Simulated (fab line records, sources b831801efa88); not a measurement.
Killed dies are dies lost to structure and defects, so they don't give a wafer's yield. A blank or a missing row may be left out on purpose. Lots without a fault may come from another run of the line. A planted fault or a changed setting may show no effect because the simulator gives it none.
One fault seen from 2 desks | flow gf180mcu | each desk has only its own numbers; what lay behind them comes last

THE METROLOGY DESK
What the gauges read, lot by lot, whatever tool the lot ran on: means of the sampled wafers that have a number. A lot is out of limits, marked OUT, if its mean lies more than 4 standard deviations from the usual mean; the brackets give that distance.
Columns: A = M4_ALCU_RS at GF_M4_RS_MEAS_05, usual 0.0697 ohm/sq; B = M4_ALCU_THK at GF_M4_THK_MEAS_06, usual 443 nm; C = cd_nm at GF_M4_CD_MEAS_14, usual 279.9 nm; D = M4_OVL at GF_M4_OVL_MEAS_15, usual -3 nm
lot  | first seen here | A      | B   | C               | D
L247 | day 23 05:05    | 0.0695 | 443 | 277.2           | -7
L248 | day 23 22:59    | 0.0700 | 442 | 278.9           | -4
L249 | day 24 03:37    | 0.0696 | 442 | 309.2 (+27) OUT | -6
L251 | day 24 19:25    | 0.0704 | 438 | 307.1 (+25) OUT | -2
L259 | day 27 06:41    | 0.0703 | 439 | 280.5           | -1
L263 | day 28 11:39    | 0.0699 | 447 | 278.2           | -1
This desk's finding: out of limits on L249, L251; first on L249, day 25 01:10 (cd_nm at GF_M4_CD_MEAS_14). In limits: L247, L248, L259, L263.

THE TOOL OWNER'S DESK: litho_track-02
The tool's own readings at GF_M4_PEB_12 (peb time 90 s): means of the sampled wafers that have a number, for each lot that ran on this tool. A lot is out of limits, marked OUT, if its mean lies more than 4 standard deviations from the usual mean; the brackets give that distance.
Columns: A = heater_power_total_W at GF_M4_PEB_12, usual 85.70 W
lot  | first seen here | A
L247 | day 24 03:33    | 85.66
L249 | day 25 00:50    | 113.34 (+99 or more) OUT
L251 | day 25 16:22    | 113.40 (+99 or more) OUT
L263 | day 29 06:45    | 85.80
This desk's finding: out of limits on L249, L251; first on L249, day 25 00:50 (heater_power_total_W at GF_M4_PEB_12). In limits: L247, L263.

PUT TOGETHER
The tool owner's desk could have raised an alarm at day 25 00:50, on L249, L251.
The metrology desk could have raised an alarm at day 25 01:10, on L249, L251.
Of the lots named, all ran GF_M4_PEB_12 on litho_track-02.

WHAT THE SIMULATOR HAD PUT IN
Process parameter drift: litho_track-02, from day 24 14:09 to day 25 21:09, at GF_M4_PEB_12. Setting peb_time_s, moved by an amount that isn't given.
Lots struck among those shown: L249, L251.
Hours from the fault's start to each desk's first reading out of limits: the tool owner's desk, 11; the metrology desk, 11.
